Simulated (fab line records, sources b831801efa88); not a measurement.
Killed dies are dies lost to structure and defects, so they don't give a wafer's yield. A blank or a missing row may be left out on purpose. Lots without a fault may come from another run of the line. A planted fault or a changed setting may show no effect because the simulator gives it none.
Chamber matching | flow gf180mcu | GF_V2_CMP_04 on cmp-01: 4 sister chambers
The step polishes SiO2. 14 wafers are shown with their chamber, then 7 later ones without.

WAFERS WITH THEIR CHAMBER
wafer  | chamber | motor_current_A (A) | time_to_endpoint_s (s)
L716.2 | 1       | 13.0                | 82
L716.4 | 2       | 10.5                | 83
L716.6 | 3       | 12.7                | 86
L722.1 | 1       | 13.5                | 84
L722.5 | 0       | 10.2                | 91
L722.6 | 1       | 13.6                | 95
L726.1 | 0       | 10.2                | 89
L726.3 | 3       | 12.2                | 86
L726.6 | 2       | 12.1                | 84
L728.2 | 1       | 12.8                | 85
L728.3 | 0       | 10.0                | 84
L728.6 | 3       | 13.1                | 87
L737.1 | 0       | 10.3                | 78
L737.3 | 3       | 12.6                | 80

SIGNATURES (means of the wafers above)
reading            | chamber 0 | chamber 1 | chamber 2 | chamber 3 | scatter within a chamber
motor_current_A    | 10.175    | 13.225    | 11.300    | 12.650    | 0.467
time_to_endpoint_s | 85.50     | 86.50     | 83.50     | 84.75     | 4.83
Rule: a wafer's distance from a chamber is the root of the sum, over the readings, of the square of ((its reading less the chamber's mean) divided by the reading's scatter). The wafer belongs to the nearest chamber; if the next one is less than 2 further off, it can't be placed. The scatter: the root of (the sum of the squares of (reading less its chamber's mean) over the shown wafers, divided by (wafers less chambers)).

WAFERS WITHOUT THEIR CHAMBER
wafer  | motor_current_A (A) | time_to_endpoint_s (s)
L737.5 | 10.1                | 83
L738.2 | 10.8                | 77
L738.4 | 11.1                | 77
L738.5 | 12.7                | 85
L739.1 | 11.8                | 74
L739.3 | 12.8                | 78
L739.5 | 10.3                | 85

WHICH CHAMBER EACH WENT THROUGH
wafer  | from the rows above               | in truth
L737.5 | 0                                 | 0
L738.2 | can't be placed: 2 or 0           | 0
L738.4 | can't be placed: 2 or 0           | 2
L738.5 | can't be placed: 3 or 1           | 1
L739.1 | can't be placed: 2 or 3 or 1 or 0 | 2
L739.3 | can't be placed: 3 or 1 or 2      | 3
L739.5 | can't be placed: 0 or 2           | 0
Placed correctly: 1 of 7. Can't be placed from these rows: 6 (the true chamber is among the candidates in 6). Placed wrongly: 0.
